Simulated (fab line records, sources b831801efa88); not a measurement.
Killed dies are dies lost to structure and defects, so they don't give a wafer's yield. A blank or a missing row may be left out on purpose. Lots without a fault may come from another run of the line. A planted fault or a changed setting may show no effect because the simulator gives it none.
Which tool did it? | flow sfq_line | 14 lots, 42 wafers sampled, at 4 steps of a route of 325

WHAT THE GAUGES READ, wafer by wafer
SFQ_M8_THK_MEAS_950: measures by xrf. Usual: M8_AU_THK 180.5 nm, standard deviation 2.1.
lot  | measured     | on            | M8_AU_THK (nm)    | flag
L116 | day 86 09:32 | film_metro-04 | 179.7 177.5 179.9 |
L118 | day 86 16:45 | film_metro-04 | 177.5 179.5 181.5 |
L119 | day 86 20:20 | film_metro-03 | 178.7 178.1 178.5 |
L120 | day 86 23:57 | film_metro-04 | 181.1 179.9 181.1 |
L121 | day 87 01:09 | film_metro-03 | 182.9 181.8 184.2 |
L122 | day 90 16:17 | film_metro-04 | 182.0 178.4 179.7 |
L123 | day 90 17:28 | film_metro-04 | 179.3 181.3 181.7 |
L124 | day 90 18:40 | film_metro-03 | 181.5 180.2 179.9 |
L126 | day 90 22:16 | film_metro-03 | 180.7 179.7 177.9 |
L130 | day 91 18:40 | film_metro-03 | 183.0 184.1 180.1 |
L131 | day 91 22:16 | film_metro-03 | 181.7 181.7 180.6 |
L133 | day 92 04:16 | film_metro-04 | 178.5 180.5 179.7 |
L137 | day 92 23:15 | film_metro-02 | 183.4 180.7 182.8 |
L139 | day 93 06:26 | film_metro-04 | 180.7 181.8 182.9 |

WHICH TOOL RAN EACH LOT (tool, then ch and the chambers of the sampled wafers, then the start)
lot  | SFQ_TRILAYER_I5_BARC_OPEN_VIA_ETCH_200 | SFQ_TRILAYER_I6_CMP_CMP_166   | SFQ_TRILAYER_I7_DEP_PECVD_183
L116 | rie_diel-01 ch 2,3, day 67 11:47       | cmp-01 ch 2,3, day 77 13:22   | pecvd-03 ch 0,1, day 82 01:12
L118 | rie_diel-04 ch 0,1,2, day 67 21:10     | cmp-02 ch 0,2,3, day 77 18:08 | pecvd-03 ch 0,2, day 82 07:12
L119 | rie_diel-03 ch 0,1, day 67 22:22       | cmp-01 ch 1,2,3, day 77 19:52 | pecvd-01 ch 0,1,2, day 82 08:24
L120 | rie_diel-01 ch 1,2, day 67 23:34       | cmp-02 ch 0,1,2, day 77 21:41 | pecvd-03 ch 0,2, day 82 12:00
L121 | rie_diel-03 ch 0,2, day 68 03:10       | cmp-02 ch 0,1,2, day 78 00:22 | pecvd-01 ch 0,2, day 82 14:24
L122 | rie_diel-04 ch 0,1,2, day 68 04:22     | cmp-01 ch 0,1, day 78 01:22   | pecvd-02 ch 0,1,2, day 86 03:41
L123 | rie_diel-04 ch 0,1,2, day 68 10:22     | cmp-02 ch 0,1,2, day 78 07:52 | pecvd-01 ch 1,2, day 86 07:15
L124 | rie_diel-01 ch 0,2, day 68 11:34       | cmp-02 ch 0,1,2, day 78 10:52 | pecvd-02 ch 1,2, day 86 12:03
L126 | rie_diel-04 ch 1,2, day 68 17:34       | cmp-02 ch 0,3, day 78 12:22   | pecvd-02 ch 0,2, day 86 18:04
L130 | rie_diel-01 ch 0,1,3, day 69 21:10     | cmp-01 ch 1,2, day 79 04:27   | pecvd-01 ch 0,2, day 87 13:15
L131 | rie_diel-01 ch 0,2,3, day 70 01:58     | cmp-02 ch 0,2,3, day 79 08:02 | pecvd-01 ch 0,2, day 87 18:03
L133 | rie_diel-03 ch 0,3, day 70 12:46       | cmp-02 ch 0,1, day 80 02:07   | pecvd-03 ch 0,1, day 88 01:15
L137 | rie_diel-04 ch 0,2, day 71 07:12       | cmp-02 ch 0,3, day 80 18:14   | pecvd-03 ch 0,1,2, day 88 20:45
L139 | rie_diel-01 ch 0,1,3, day 71 22:48     | cmp-01 ch 0,3, day 81 01:17   | pecvd-03 ch 1,2, day 89 01:22
- SFQ_TRILAYER_I5_BARC_OPEN_VIA_ETCH_200: etches BARC in O2, target depth 125 nm, time 41.7 s.
- SFQ_TRILAYER_I6_CMP_CMP_166: polishes SiO2.
- SFQ_TRILAYER_I7_DEP_PECVD_183: deposits SiO2 from SiH4/N2O, time 111.11 s, target thk 500 nm.

WHAT THE TOOLS THEMSELVES READ (means of the sampled wafers that have a number; where no wafer has one, the mark that the record gives instead)
SFQ_TRILAYER_I5_BARC_OPEN_VIA_ETCH_200. Usual: drypump_motor_current_A 6.0 A, standard deviation 0.54; oes_product_au 0.686 a.u., standard deviation 0.0048.
lot  | tool        | drypump_motor_current_A (A) | oes_product_au (a.u.) | flag
L116 | rie_diel-01 | 5.9                         | 0.685                 |
L118 | rie_diel-04 | 6.0                         | 0.688                 |
L119 | rie_diel-03 | 5.9                         | 0.685                 |
L120 | rie_diel-01 | 5.5                         | 0.688                 |
L121 | rie_diel-03 | 6.2                         | 0.688                 |
L122 | rie_diel-04 | 6.0                         | 0.696                 |
L123 | rie_diel-04 | 5.9                         | 0.684                 |
L124 | rie_diel-01 | 5.7                         | 0.689                 |
L126 | rie_diel-04 | 6.3                         | 0.685                 |
L130 | rie_diel-01 | 6.3                         | 0.690                 |
L131 | rie_diel-01 | 5.8                         | 0.685                 |
L133 | rie_diel-03 | 6.5                         | 0.685                 |
L137 | rie_diel-04 | 5.6                         | 0.687                 |
L139 | rie_diel-01 | 6.4                         | 0.686                 |

SFQ_TRILAYER_I6_CMP_CMP_166. Usual: motor_current_A 9.7 A, standard deviation 0.6; time_to_endpoint_s 216 s, standard deviation 6.7.
lot  | tool   | motor_current_A (A) | time_to_endpoint_s (s) | flag
L116 | cmp-01 | 9.7                 | 211                    |
L118 | cmp-02 | 10.1                | 214                    |
L119 | cmp-01 | 9.6                 | 216                    |
L120 | cmp-02 | 9.8                 | 222                    |
L121 | cmp-02 | 9.9                 | 217                    |
L122 | cmp-01 | 9.1                 | 219                    |
L123 | cmp-02 | 10.0                | 219                    |
L124 | cmp-02 | 10.1                | 226                    |
L126 | cmp-02 | 9.8                 | 217                    |
L130 | cmp-01 | 9.2                 | 214                    |
L131 | cmp-02 | 9.6                 | 219                    |
L133 | cmp-02 | 10.1                | 209                    |
L137 | cmp-02 | 9.8                 | 213                    |
L139 | cmp-01 | 9.1                 | 215                    |

SFQ_TRILAYER_I7_DEP_PECVD_183. Usual: heater_power_w 88 W, standard deviation 16; rf_fwd_power_W 182.5 W, standard deviation 0.55; showerhead_vpp_V 846 V, standard deviation 32; throttle_valve_pct 25.4 %, standard deviation 1.3.
lot  | tool     | heater_power_w (W) | rf_fwd_power_W (W) | showerhead_vpp_V (V) | throttle_valve_pct (%) | flag
L116 | pecvd-03 | 101                | 182.5              | 853                  | 25.8                   |
L118 | pecvd-03 | 99                 | 182.2              | 885                  | 26.5                   |
L119 | pecvd-01 | 85                 | 182.4              | 831                  | 26.9                   |
L120 | pecvd-03 | 98                 | 182.3              | 881                  | 26.6                   |
L121 | pecvd-01 | 88                 | 182.5              | 826                  | 26.3                   |
L122 | pecvd-02 | 71                 | 182.7              | 841                  | 25.5                   |
L123 | pecvd-01 | 83                 | 182.7              | 825                  | 27.4                   |
L124 | pecvd-02 | 73                 | 181.6              | 803                  | 25.4                   |
L126 | pecvd-02 | 69                 | 182.8              | 874                  | 25.3                   |
L130 | pecvd-01 | 112                | 153.4              | 760                  | 24.3                   | OFF
L131 | pecvd-01 | 100                | 153.8              | 750                  | 23.8                   | OFF
L133 | pecvd-03 | 105                | 182.7              | 848                  | 24.7                   |
L137 | pecvd-03 | 97                 | 182.9              | 863                  | 25.6                   |
L139 | pecvd-03 | 95                 | 182.3              | 870                  | 25.4                   |

THE ANSWER, worked out from the rows above alone
Rule: a lot is off if the mean of its wafers that have a number lies more than 3 standard deviations from the usual mean. A lot without any number at a reading at which 4 lots or more have one is off too. The other lots that the step has rows for count as sound. The gauges are gone through in route order, then the tools' own readings, and for those a lot's mean is taken as printed above. The first step at which some lot is off is used, and at that step the reading that is off furthest; a lot without a number counts as furthest.
Off: L130, L131, at SFQ_TRILAYER_I7_DEP_PECVD_183 (rf_fwd_power_W).
A tool fits if, at that step or a process step before it, it ran every lot that is off, and no sound lot after the first of them. One fits: pecvd-01 at SFQ_TRILAYER_I7_DEP_PECVD_183. Its last sound lot is L123 (day 86 07:15), its first lot that is off L130 (day 87 13:15): a fault that began between those two fits.
The tool's own readings at SFQ_TRILAYER_I7_DEP_PECVD_183 bear it out: on the lots that are off they differ by more than 5 times the standard deviation of the sound lots' means. rf_fwd_power_W reads 153.6 W there against 182.5 W on the sound lots.

WHAT THE SIMULATOR HAD PUT IN
Process parameter drift: pecvd-01, from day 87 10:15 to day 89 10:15, at SFQ_TRILAYER_I7_DEP_PECVD_183. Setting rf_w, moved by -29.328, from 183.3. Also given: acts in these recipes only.
Lots struck among those shown: L130, L131. The rule above found the same.
